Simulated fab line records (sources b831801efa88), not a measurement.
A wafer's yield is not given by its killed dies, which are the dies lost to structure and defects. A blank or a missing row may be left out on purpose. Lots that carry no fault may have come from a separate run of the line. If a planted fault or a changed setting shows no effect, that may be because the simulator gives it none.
fab line records ; flow sky130
record: lots: 6; wafers: 18; last-day: 49
route steps=708 shown SONOS_ONO@186 GATE_OXIDE@187 PAD_OPEN@708
lots untouched by any fault: they come from a run of this same line in which no faults occurred
start-h: start of the lot's first displayed wafer, in hours after the record's first day ; wait-h: time in hours since the lot's previous step ; " same as the row above ; L1.1+2: a single row standing in for several wafers ; - no value present, or no start provided ; * or withheld: withheld ; < > ~ a bound
route shown NAME@n: names a module that has steps shown in the file, with the first one's number in the route ; usual: mean and standard deviation over wafers with no fault ; same: alike in all rows ; chamber/n: place in a boat ; sites: readings site by site ; _std_site: how widely they spread, as a standard deviation ; _edge_site: mean of outer sites minus mean of inner sites ; radius-mm: how far each site lies from the wafer's centre ; mask NAME#n: copy n ; behind: tool/chamber where the wafer was last shaped ; hold: why the lot was held/for how many hours/how that ended ; device: whichever transistor did not switch (one of n, p or np) ; end of line: the same wafers' tests at the end of the route ; where a step has no rows: the recipe by itself ; killed: dies that structure and defects cost at the first sort, which is not the same as the wafer's yield ; map: the dies of a wafer, with x for killed, . for not killed, _ for no die there
set.NAME: the setting as run; set.NAME@STEP: as run at that earlier step ; model.NAME: the simulator's own value behind a step, which no gauge read
lots at some steps of the route; a table a step, a row a wafer
services: when a tool's chamber went out of use (start-h, in hours from the record's first day, below 0 if earlier), for how many hours, and the reason
== steps ==
step: SKY_SONOS_ONO_WET_ETCH_18
recipe: chemistry: H3PO4; target-depth-nm: 15; target: Si3N4; temp-c: 160; time-s: 172
step: SKY_GATE_OXIDE_CLEAN_00
recipe: chemistry: SC1/SC2; mix: 1:4:20; temp-c: 70; time-s: 150; dry: n2-spin
step: SKY_GATE_OXIDE_OXIDATION_01
recipe: temp-c: 900; ambient: O2; stabilise-s: 600; purge-s: 300; target-thk-a: 102.68; ox-time-s: 1473
step: SKY_GATE_OXIDE_THK_MEAS_02
recipe: reads: SiO2_of_GATE_OXIDE_OXIDATION_01
usual: GATE_OXIDE_OXIDATION_00_THK: 10.21/0.24
lot.wafer;tool;chamber;start-h;wait-h;GATE_OXIDE_OXIDATION_00_THK[nm]
L235.1;film-metro-02;-;289.96;0.0;9.82
L235.4;film-metro-02;-;289.96;0.0;9.75
L235.5;film-metro-02;-;289.96;0.0;9.87
L241.1;film-metro-02;-;337.48;0.0;10.02
L241.2;film-metro-02;-;337.48;0.0;9.91
L241.5;film-metro-02;-;337.48;0.0;10.07
L243.1;film-metro-03;-;356.41;0.0;10.34
L243.3;film-metro-03;-;356.41;0.0;10.32
L243.4;film-metro-03;-;356.41;0.0;10.39
L245.2;film-metro-03;-;370.49;0.0;9.89
L245.3;film-metro-03;-;370.49;0.0;10.04
L245.4;film-metro-03;-;370.49;0.0;9.99
L252.1;film-metro-02;-;424.14;0.0;10.33
L252.2;film-metro-02;-;424.14;0.0;10.43
L252.4;film-metro-02;-;424.14;0.0;10.54
L253.3;film-metro-04;-;437.55;0.0;10.18
L253.4;film-metro-04;-;437.55;0.0;10.24
L253.5;film-metro-04;-;437.55;0.0;10.27
step: SKY_GATE_OXIDE_DEHYDRATE_03
recipe: temp-c: 200; time-s: 60
step: SKY_GATE_OXIDE_HMDS_04
recipe: prime-time-s: 60; prime-temp-c: 120
step: SKY_GATE_OXIDE_COAT_05
recipe: resist: NOVOLAK; spin-rpm: 3000; resist-thk-nm: 1140
step: SKY_GATE_OXIDE_SOFTBAKE_06
recipe: temp-c: 90; time-s: 60; resist: NOVOLAK
step: SKY_GATE_OXIDE_EXPOSE_07
recipe: mask-id: LVOM; na: 0.6; source-shape: conventional; sigma-outer: 0.6; polarization: unpolarized; target-cd-nm: 600; dose-mj: 170
step: SKY_GATE_OXIDE_PEB_08
recipe: temp-c: withheld; time-s: *; resist: NOVOLAK
step: SKY_GATE_OXIDE_DEVELOP_09
recipe: resist: NOVOLAK; developer: TMAH; develop-time-s: 60; dev-temp-c: 23
step: SKY_GATE_OXIDE_OVL_MEAS_10
usual: GATE_OXIDE_OVL: 0.7/1.5
lot.wafer;tool;chamber;start-h;wait-h;GATE_OXIDE_OVL[nm]
L235.1;overlay-02;-;314.50;0.1;-1.3
L235.4;overlay-02;-;314.50;0.1;0.2
L235.5;overlay-02;-;314.50;0.1;2.1
L241.1;overlay-02;-;364.54;0.1;2.0
L241.2;overlay-02;-;364.54;0.1;1.0
L241.5;overlay-02;-;364.54;0.1;0.8
L243.1;overlay-01;-;384.60;0.1;-0.6
L243.3;overlay-01;-;384.60;0.1;-1.2
L243.4;overlay-01;-;384.60;0.1;-0.9
L245.2;overlay-02;-;399.51;0.1;-0.7
L245.3;overlay-02;-;399.51;0.1;0.8
L245.4;overlay-02;-;399.51;0.1;2.0
L252.1;overlay-02;-;455.40;0.1;1.2
L252.2;overlay-02;-;455.40;0.1;-0.5
L252.4;overlay-02;-;455.40;0.1;0.8
L253.3;overlay-01;-;468.67;0.1;0.9
L253.4;overlay-01;-;468.67;0.1;0.1
L253.5;overlay-01;-;468.67;0.1;1.0
step: SKY_GATE_OXIDE_IMPLANT_11
recipe: species: B; energy-kev: 10; dose-cm2: 2.6e+12; tilt-deg: withheld
usual: dose-ions-cm2: 2.5991e+12/2.9e+09; faraday-current-uA: 14.67/0.29
lot.wafer;tool;chamber;start-h;wait-h;dose-ions-cm2;faraday-current-uA
L235.1;implanter-01;0;314.54;0.0;2.599e+12;14.72
L235.4;implanter-01;0;314.54;0.0;2.5992e+12;14.29
L235.5;implanter-01;0;314.54;0.0;2.5999e+12;14.70
L241.1;implanter-03;0;364.57;0.0;2.6038e+12;14.77
L241.2;implanter-03;0;364.57;0.0;2.5976e+12;15.01
L241.5;implanter-03;0;364.57;0.0;2.6016e+12;14.44
L243.1;implanter-01;0;384.64;0.0;2.8305e+12;15.89
L243.3;implanter-01;0;384.64;0.0;2.8297e+12;15.73
L243.4;implanter-01;0;384.64;0.0;2.8283e+12;16.46
L245.2;implanter-01;0;399.57;0.0;2.8292e+12;15.87
L245.3;implanter-01;0;399.57;0.0;2.8318e+12;16.13
L245.4;implanter-01;0;399.57;0.0;2.8314e+12;15.76
L252.1;implanter-01;0;455.44;0.0;2.5974e+12;14.42
L252.2;implanter-01;0;455.44;0.0;2.5968e+12;14.49
L252.4;implanter-01;0;455.44;0.0;2.6007e+12;14.39
L253.3;implanter-03;0;468.74;0.1;2.5962e+12;14.58
L253.4;implanter-03;0;468.74;0.1;2.5955e+12;14.44
L253.5;implanter-03;0;468.74;0.1;2.5976e+12;14.88
step: SKY_GATE_OXIDE_WET_ETCH_12
recipe: chemistry: dHF; target-depth-nm: 16.8; dry: n2-spin; target: SiO2; dilution: 100:1; temp-c: 25; time-s: 336
step: SKY_GATE_OXIDE_STRIP_13
recipe: chemistry: O2/N2; power-w: 1400; pressure-mtorr: 1500; platen-temp-c: withheld; o2-flow-sccm: 3000; n2-flow-sccm: 300; overash-fraction: 0.5
usual: chamber-pressure-mTorr: 1500.1/1.2; drypump-motor-current-A: 5.7/0.55; o2-flow-sccm: 3000/7.6; oes-product-au: 0.716/0.0039; strip-time-to-endpoint-s: 14.18/0.037
lot.wafer;tool;chamber;start-h;wait-h;chamber-pressure-mTorr;drypump-motor-current-A;o2-flow-sccm;oes-product-au;rf-hours-counter-h;strip-time-to-endpoint-s
L235.1;plasma-asher-02;0;314.79;0.0;1498.5;5.6;3002;0.715;20;14.19
L235.4;plasma-asher-02;0;314.79;0.0;1501.4;5.6;3002;0.719;-;14.18
L235.5;plasma-asher-02;0;314.79;0.0;1498.5;5.6;2995;0.718;-;14.22
L241.1;plasma-asher-01;1;364.82;0.0;1502.1;6.1;3002;0.709;65;14.21
L241.2;plasma-asher-01;0;364.82;0.0;1501.3;6.5;2998;0.712;65;14.25
L241.5;plasma-asher-01;1;364.82;0.0;1498.3;6.1;2994;0.711;-;14.29
L243.1;plasma-asher-01;0;384.90;0.0;1501.4;6.5;2997;0.721;67;14.18
L243.3;plasma-asher-01;0;384.90;0.0;1501.0;6.5;3001;0.713;-;14.16
L243.4;plasma-asher-01;1;384.90;0.0;1501.0;6.1;2995;0.724;-;14.19
L245.2;plasma-asher-02;0;399.80;0.0;1500.6;5.7;2997;0.716;29;14.21
L245.3;plasma-asher-02;0;399.80;0.0;1500.4;5.6;2998;0.715;-;14.15
L245.4;plasma-asher-02;1;399.80;0.0;1497.9;5.3;3009;0.713;-;14.22
L252.1;plasma-asher-02;1;455.69;0.0;1499.3;5.3;2994;0.718;34;14.16
L252.2;plasma-asher-02;0;455.69;0.0;1499.4;5.6;2996;0.710;34;14.19
L252.4;plasma-asher-02;0;455.69;0.0;1499.7;5.6;2999;0.719;-;14.18
L253.3;plasma-asher-01;1;468.98;0.0;1500.8;6.1;3008;0.708;-;14.12
L253.4;plasma-asher-01;0;468.98;0.0;1499.4;6.5;2988;0.711;-;14.17
L253.5;plasma-asher-01;0;468.98;0.0;1501.0;6.5;3005;0.712;-;14.22
step: SKY_GATE_OXIDE_TW_MEAS_14
usual: GATE_OXIDE_TW: 223.0/1.5
lot.wafer;tool;chamber;start-h;wait-h;GATE_OXIDE_TW
L235.1;film-metro-02;-;314.89;0.1;225.2
L235.4;film-metro-02;-;314.89;0.1;225.0
L235.5;film-metro-02;-;314.89;0.1;225.1
L241.1;film-metro-02;-;364.92;0.1;224.8
L241.2;film-metro-02;-;364.92;0.1;224.9
L241.5;film-metro-02;-;364.92;0.1;224.2
L243.1;film-metro-02;-;385.00;0.1;229.0
L243.3;film-metro-02;-;385.00;0.1;228.9
L243.4;film-metro-02;-;385.00;0.1;229.5
L245.2;film-metro-02;-;399.91;0.1;229.8
L245.3;film-metro-02;-;399.91;0.1;228.8
L245.4;film-metro-02;-;399.91;0.1;228.5
L252.1;film-metro-04;-;455.79;0.1;220.9
L252.2;film-metro-04;-;455.79;0.1;221.6
L252.4;film-metro-04;-;455.79;0.1;221.5
L253.3;film-metro-04;-;469.07;0.1;221.7
L253.4;film-metro-04;-;469.07;0.1;221.7
L253.5;film-metro-04;-;469.07;0.1;221.0
step: SKY_GATE_OXIDE_CLEAN_15
recipe: chemistry: SC1/SC2; mix: 1:4:20; temp-c: 70; time-s: 150; dry: n2-spin
step: SKY_PAD_OPEN_PROBE_99
usual: killed_at_M0_to_M3: 44/6.8; killed_at_M4_up: 3.1/1.9; killed-at-contacts: 25/5.9; killed-at-front-end: 15/4.3; killed-at-other: 0.2/0.51; killed-dies: 87/11; killed-open: 47/7.9; killed-short: 39/6.4
same: gross-dies: 492; killed-at-back-side: 0
lot.wafer;tool;chamber;start-h;wait-h;killed_at_M0_to_M3;killed_at_M4_up;killed-at-contacts;killed-at-front-end;killed-at-other;killed-dies;killed-open;killed-short;model.etest.pfet_01v8_lvt.drive-ua-um;model.etest.pfet_01v8_mvt.drive-ua-um;model.etest.pfet_01v8_lvt.off-log10-a-um;model.etest.pfet_01v8_mvt.off-log10-a-um;model.etest.pfet_01v8.off-log10-a-um;model.etest.sram-pfet-latch.off-log10-a-um;model.etest.pfet_01v8_hvt.off-log10-a-um;model.etest.pfet_01v8_lvt.vt-sat-v
L235.1;prober-01;-;1077.23;0.1;39;2;29;11;0;81;49;32;175;155.5;-8.852;-9.965;-9.291;-12.86;-12.92;-0.4346
L235.4;prober-01;-;1077.38;0.2;38;3;20;17;1;79;39;40;174.6;156.2;-8.749;-10.2;-9.434;-12.64;-12.91;-0.4343
L235.5;prober-01;-;1077.43;0.2;47;1;19;7;1;75;41;34;174.9;153.9;-8.8;-10.19;-9.225;-12.66;-12.82;-0.4378
L241.1;prober-02;-;1120.34;0.1;44;3;28;10;0;85;49;36;174.8;147.5;-8.863;-11.14;-9.868;-12.78;-13.19;-0.4385
L241.2;prober-02;-;1120.39;0.1;34;2;20;11;2;69;40;29;174.5;148;-8.743;-11.08;-9.59;-12.87;-13.12;-0.4298
L241.5;prober-02;-;1120.54;0.2;48;2;29;14;0;93;55;38;175.5;147.9;-8.792;-11.12;-9.995;-13.34;-13.39;-0.4348
L243.1;prober-02;-;1128.35;0.1;47;2;34;15;0;98;61;37;186.5;154.8;-7.755;-10.25;-9.245;-11.94;-12.6;-0.3276
L243.3;prober-02;-;1128.45;0.2;45;3;25;12;0;85;42;43;186.6;156.1;-7.601;-10.33;-9.014;-11.95;-12.59;-0.3286
L243.4;prober-02;-;1128.50;0.2;25;4;27;9;0;65;39;26;183.1;152.6;-7.957;-10.52;-9.215;-12.19;-12.77;-0.3315
L245.2;prober-02;-;1141.64;0.1;39;1;39;20;0;99;65;34;183.6;156.6;-7.782;-10.04;-9.036;-12.41;-12.81;-0.3377
L245.3;prober-02;-;1141.69;0.2;38;2;23;21;0;84;52;32;182.4;157.4;-7.91;-9.935;-9.073;-12.21;-12.74;-0.3488
L245.4;prober-02;-;1141.74;0.2;38;0;24;18;0;80;43;37;180.7;154.6;-7.93;-10.05;-9.271;-12.32;-12.76;-0.3558
L252.1;prober-01;-;1168.94;0.1;37;8;31;21;1;98;56;42;176.2;153.3;-8.886;-10.68;-9.494;-12.66;-12.97;-0.4461
L252.2;prober-01;-;1168.99;0.1;47;1;28;15;1;92;49;43;176.1;156;-8.879;-10.47;-9.385;-12.43;-12.81;-0.4469
L252.4;prober-01;-;1169.09;0.2;44;1;29;11;0;85;45;40;176.1;153.1;-8.838;-10.48;-9.344;-12.54;-12.84;-0.4427
L253.3;prober-01;-;1186.37;0.2;32;1;24;21;0;78;39;39;172.3;150.4;-9.141;-10.57;-9.657;-12.92;-13.17;-0.4559
L253.4;prober-01;-;1186.42;0.2;45;4;23;9;0;81;41;40;172.3;151;-9.135;-10.57;-9.686;-12.82;-12.89;-0.4534
L253.5;prober-01;-;1186.47;0.2;47;4;17;10;0;78;52;26;169.5;148.1;-8.978;-10.84;-9.69;-12.57;-13.11;-0.4602
killed by level:class
L235.1 VIA1:geometric-particle:open=16 CONTACT:geometric-particle:open=10 VIA3:geometric-particle:open=9 CONTACT:geometric-particle:short=6 METAL2:geometric-particle:short=6 LI_CONTACT:geometric-particle:open=5 LOCAL_INTERCONNECT:geometric-particle:short=5 POLY_GATE:geometric-particle:open=4
L235.4 CONTACT:geometric-particle:open=8 VIA1:geometric-particle:open=7 POLY_GATE:geometric-particle:open=6 METAL1:geometric-particle:short=6 METAL2:geometric-particle:short=5 CONTACT:geometric-particle:short=5 VIA3:geometric-particle:open=5 VIA2:geometric-particle:open=5
L235.5 VIA1:geometric-particle:short=10 CONTACT:geometric-particle:open=9 VIA2:geometric-particle:open=8 VIA3:geometric-particle:open=7 VIA1:geometric-particle:open=5 METAL2:geometric-particle:short=5 METAL1:geometric-particle:short=4 FIELD_ISO:geometric-particle:open=3
L241.1 CONTACT:geometric-particle:open=15 VIA1:geometric-particle:open=9 LI_CONTACT:geometric-particle:open=7 METAL1:geometric-particle:short=6 VIA1:geometric-particle:short=6 VIA2:geometric-particle:open=6 METAL2:geometric-particle:short=4 VIA3:geometric-particle:open=4
L241.2 VIA1:geometric-particle:open=9 CONTACT:geometric-particle:open=9 METAL2:geometric-particle:short=6 POLY_GATE:geometric-particle:open=5 VIA3:geometric-particle:open=5 LI_CONTACT:geometric-particle:open=4 CONTACT:geometric-particle:short=3 VIA1:geometric-particle:short=3
L241.5 VIA1:geometric-particle:open=15 FIELD_ISO:geometric-particle:open=9 LI_CONTACT:geometric-particle:open=9 CONTACT:geometric-particle:open=8 VIA2:geometric-particle:open=8 METAL2:geometric-particle:short=7 CONTACT:geometric-particle:short=6 LOCAL_INTERCONNECT:geometric-particle:short=4
L243.1 CONTACT:geometric-particle:open=14 LI_CONTACT:geometric-particle:open=12 VIA1:geometric-particle:open=11 VIA2:geometric-particle:open=8 METAL1:geometric-particle:short=6 CONTACT:geometric-particle:short=5 VIA3:geometric-particle:open=5 FIELD_ISO:geometric-particle:short=4
L243.3 VIA1:geometric-particle:open=10 METAL1:geometric-particle:short=9 LI_CONTACT:geometric-particle:open=8 VIA2:geometric-particle:open=7 CONTACT:geometric-particle:short=6 METAL2:geometric-particle:short=6 FIELD_ISO:geometric-particle:short=5 LOCAL_INTERCONNECT:geometric-particle:short=4
L243.4 LI_CONTACT:geometric-particle:open=12 VIA1:geometric-particle:open=6 METAL2:geometric-particle:short=5 CONTACT:geometric-particle:open=5 LI_CONTACT:geometric-particle:short=4 VIA2:geometric-particle:open=4 METAL4:geometric-particle:short=4 FIELD_ISO:geometric-particle:open=3
L245.2 LI_CONTACT:geometric-particle:open=12 CONTACT:geometric-particle:open=12 VIA3:geometric-particle:open=8 VIA2:geometric-particle:open=7 FIELD_ISO:geometric-particle:open=6 POLY_GATE:geometric-particle:open=6 LI_CONTACT:geometric-particle:short=5 LOCAL_INTERCONNECT:geometric-particle:short=5
L245.3 CONTACT:geometric-particle:open=9 FIELD_ISO:geometric-particle:short=8 VIA3:geometric-particle:open=8 LI_CONTACT:geometric-particle:open=6 VIA2:geometric-particle:open=6 VIA1:geometric-particle:open=6 FIELD_ISO:geometric-particle:open=4 POLY_GATE:geometric-particle:open=4
L245.4 CONTACT:geometric-particle:open=13 LI_CONTACT:geometric-particle:open=8 VIA1:geometric-particle:open=8 FIELD_ISO:geometric-particle:short=6 METAL2:geometric-particle:short=6 VIA3:geometric-particle:open=5 VIA1:geometric-particle:short=5 POLY_GATE:geometric-particle:short=4
L252.1 CONTACT:geometric-particle:open=18 VIA1:geometric-particle:open=8 CONTACT:geometric-particle:short=7 FIELD_ISO:geometric-particle:short=6 VIA2:geometric-particle:open=6 VIA1:geometric-particle:short=5 FIELD_ISO:geometric-particle:open=4 POLY_GATE:geometric-particle:open=4
L252.2 CONTACT:geometric-particle:open=11 VIA1:geometric-particle:open=11 VIA1:geometric-particle:short=8 VIA3:geometric-particle:open=7 METAL2:geometric-particle:short=7 LI_CONTACT:geometric-particle:open=6 CONTACT:geometric-particle:short=6 METAL1:geometric-particle:short=6
L252.4 CONTACT:geometric-particle:open=13 VIA2:geometric-particle:open=11 LI_CONTACT:geometric-particle:open=7 VIA1:geometric-particle:short=6 VIA2:geometric-particle:short=6 CONTACT:geometric-particle:short=5 METAL2:geometric-particle:short=5 FIELD_ISO:geometric-particle:open=4
L253.3 CONTACT:geometric-particle:open=10 LI_CONTACT:geometric-particle:open=6 VIA1:geometric-particle:open=6 POLY_GATE:geometric-particle:open=5 POLY_GATE:geometric-particle:short=5 METAL2:geometric-particle:short=5 VIA1:geometric-particle:short=5 VIA2:geometric-particle:short=5
L253.4 CONTACT:geometric-particle:open=12 VIA3:geometric-particle:open=7 METAL2:geometric-particle:short=6 METAL1:geometric-particle:short=6 VIA2:geometric-particle:open=6 VIA1:geometric-particle:short=6 CONTACT:geometric-particle:short=5 VIA1:geometric-particle:open=5
L253.5 VIA1:geometric-particle:open=13 CONTACT:geometric-particle:open=10 VIA2:geometric-particle:open=9 VIA3:geometric-particle:open=8 METAL2:geometric-particle:short=4 FIELD_ISO:geometric-particle:open=3 LOCAL_INTERCONNECT:geometric-particle:short=3 VIA1:geometric-particle:short=3
== services ==
tool;chamber;start-h;hours;kind
plasma-asher-01;-;330.50;3.5;repair
plasma-asher-01;-;421.25;9.0;pm
plasma-asher-01;0;421.25;9.0;vent-cycle
plasma-asher-01;1;421.25;9.0;vent-cycle
plasma-asher-02;-;425.99;15.6;repair
plasma-asher-01;0;430.25;-;clean
plasma-asher-01;1;430.25;-;clean
plasma-asher-01;-;462.33;2.8;pm
== key ==
first-sign: step: SKY_GATE_OXIDE_IMPLANT_11; reading: dose-ions-cm2; direction: up; sigmas: 81; usual: *; struck: *
effect: step: SKY_GATE_OXIDE_IMPLANT_11; reading: faraday-current-uA; direction: up; sigmas: 4.5; usual: 14.67; struck: 15.97
effect: step: SKY_GATE_OXIDE_TW_MEAS_14; reading: GATE_OXIDE_TW; direction: up; sigmas: 4; usual: 223.0; struck: 229.1
model-effect: step: SKY_PAD_OPEN_PROBE_99; value: etest.pfet_01v8_lvt.drive-ua-um; without: 172.7; struck: 183.8
met-at SKY_GATE_OXIDE_IMPLANT_11
struck-wafers L243.1,L243.3,L243.4,L245.2,L245.3,L245.4
tester-left-out L243,L245
onset-between 314.54 384.64
fault: kind: process-parameter-drift; tool: implanter-01; chamber: -; onset-h: 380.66; steps: SKY_GATE_OXIDE_IMPLANT_11; channel: dose-cm2; offset: *; shape: step; end-h: 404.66; acts-in: *; stated: *
tester-left-out: of these lots the tester's yield and bins aren't shown, on N5 and GAA mostly nor the transistor test; their killed dies are dies lost to structure and defects alone, not to doping, threshold or leakage, so they don't give the yield
